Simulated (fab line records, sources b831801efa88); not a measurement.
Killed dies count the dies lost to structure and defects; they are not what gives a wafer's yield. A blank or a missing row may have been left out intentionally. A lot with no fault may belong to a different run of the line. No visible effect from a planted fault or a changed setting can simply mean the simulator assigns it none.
Shared-tool check | flow gf180mcu | Sampled: 15 lots, 45 wafers

== REASON FOR OPENING ==
Of 15 lots, 3 have the reading MVSD_TW flagged at GF_MVSD_TW_MEAS_11. Wafers without a fault read 1582, standard deviation 13.
Rule: a lot is flagged in two cases, either no wafer of it has a number, or all its wafers with numbers fall more than 4 standard deviations from that mean. The rest of the lots are taken to be sound.

lot  | measured    | on           | MVSD_TW, wafer by wafer | flag
L953 | day 4 10:40 | filmMetro-04 | 1584 1586 1593          | 
L954 | day 4 16:51 | filmMetro-02 | 1568 1578 1574          | 
L955 | day 4 21:50 | filmMetro-04 | 1579 1588 1587          | 
L956 | day 5 05:28 | filmMetro-03 | 1582 1581 1570          | 
L957 | day 5 09:14 | filmMetro-04 | 1592 1597 1589          | 
L958 | day 5 15:05 | filmMetro-04 | 1609 1601 1605          | 
L959 | day 5 21:19 | filmMetro-02 | 1575 1578 1572          | 
L960 | day 6 01:29 | filmMetro-03 | 1587 1598 1588          | 
L962 | day 6 13:49 | filmMetro-02 | 1577 1577 1579          | 
L963 | day 6 19:11 | filmMetro-04 | 1527 1527 1528          | FLAGGED
L966 | day 7 19:47 | filmMetro-02 | 1485 1486 1486          | FLAGGED
L967 | day 7 21:26 | filmMetro-03 | 1509 1512 1509          | FLAGGED
L968 | day 8 01:49 | filmMetro-03 | 1586 1588 1588          | 
L972 | day 8 23:47 | filmMetro-02 | 1584 1579 1571          | 
L975 | day 9 19:40 | filmMetro-04 | 1597 1589 1597          | 
Average over the flagged lots: 1508; offset from the usual -74, equal to -6 standard deviations.

== EACH LOT AND THE TOOL IT RAN ON ==
Before the reading, the record contains 2 process steps out of a 602-step route. Cell contents, in order: the tool; ch with the chambers the sampled wafers went through; the start.
lot  | flag    | GF_LVPWELL_STRIP_10                | GF_MVSD_DEVELOP_06
L953 |         | plasmaAsher-03 ch 0,1, day 3 21:01 | lithoTrack-04 ch 0, day 4 10:00
L954 |         | plasmaAsher-04 ch 0, day 4 02:31   | lithoTrack-02 ch 0, day 4 16:00
L955 |         | plasmaAsher-02 ch 0, day 4 07:37   | lithoTrack-02 ch 0, day 4 21:00
L956 |         | plasmaAsher-03 ch 0,1, day 4 14:55 | lithoTrack-03 ch 0, day 5 04:00
L957 |         | plasmaAsher-04 ch 0,1, day 4 19:10 | lithoTrack-02 ch 0, day 5 08:00
L958 |         | plasmaAsher-02 ch 0,1, day 5 00:29 | lithoTrack-03 ch 0, day 5 14:00
L959 |         | plasmaAsher-03 ch 0,1, day 5 06:32 | lithoTrack-03 ch 0, day 5 20:00
L960 |         | plasmaAsher-04 ch 0,1, day 5 11:28 | lithoTrack-02 ch 0, day 6 00:00
L962 |         | plasmaAsher-03 ch 0,1, day 5 22:55 | lithoTrack-02 ch 0, day 6 13:00
L963 | FLAGGED | plasmaAsher-02 ch 0,1, day 6 03:40 | lithoTrack-02 ch 0, day 6 18:00
L966 | FLAGGED | plasmaAsher-04 ch 0,1, day 7 03:50 | lithoTrack-02 ch 0, day 7 19:00
L967 | FLAGGED | plasmaAsher-03 ch 0,1, day 7 05:31 | lithoTrack-02 ch 0, day 7 20:00
L968 |         | plasmaAsher-03 ch 0,1, day 7 09:19 | lithoTrack-03 ch 0, day 8 01:00
L972 |         | plasmaAsher-04 ch 0,1, day 8 07:08 | lithoTrack-03 ch 0, day 8 23:00
L975 |         | plasmaAsher-04 ch 1, day 9 02:19   | lithoTrack-03 ch 0, day 9 19:00
What these steps do:
- GF_LVPWELL_STRIP_10: strips in O2/N2.
- GF_MVSD_DEVELOP_06: develop time 60 s.
- GF_MVSD_TW_MEAS_11

== FLAGGED AGAINST TOTAL, ONE TOOL AT A TIME (gauges that did the reading follow at the end) ==
step                | tool           | lots run | flagged | share of the flagged lots | sound lots run after its first flagged lot
GF_LVPWELL_STRIP_10 | plasmaAsher-02 | 3        | 1       | some                      | 0
GF_LVPWELL_STRIP_10 | plasmaAsher-03 | 6        | 1       | some                      | 1 (L968)
GF_LVPWELL_STRIP_10 | plasmaAsher-04 | 6        | 1       | some                      | 2 (L972,L975)
GF_MVSD_DEVELOP_06  | lithoTrack-02  | 8        | 3       | all                       | 0
GF_MVSD_DEVELOP_06  | lithoTrack-03  | 6        | 0       | none                      | -
GF_MVSD_DEVELOP_06  | lithoTrack-04  | 1        | 0       | none                      | -
GF_MVSD_TW_MEAS_11  | filmMetro-02   | 5        | 1       | some                      | 1 (L972)
GF_MVSD_TW_MEAS_11  | filmMetro-03   | 4        | 1       | some                      | 1 (L968)
GF_MVSD_TW_MEAS_11  | filmMetro-04   | 6        | 1       | some                      | 1 (L975)

== WHAT THE TABLE PERMITS ==
Rows of the table that ran each flagged lot: 1, that is lithoTrack-02 at GF_MVSD_DEVELOP_06.
- lithoTrack-02 at GF_MVSD_DEVELOP_06 ran 8 lots, 3 of them flagged. Its last sound lot is L962 (day 6 13:00), its first flagged lot L963 (day 6 18:00): a fault that began between those two fits.
One tool is left: lithoTrack-02 at GF_MVSD_DEVELOP_06.

== WHAT WAS PUT IN BY THE SIMULATOR ==
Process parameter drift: lithoTrack-02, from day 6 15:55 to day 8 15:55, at GF_MVSD_DEVELOP_06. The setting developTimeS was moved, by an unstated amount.
Lots struck among those shown: L963, L966, L967. The same result came from the rule above.
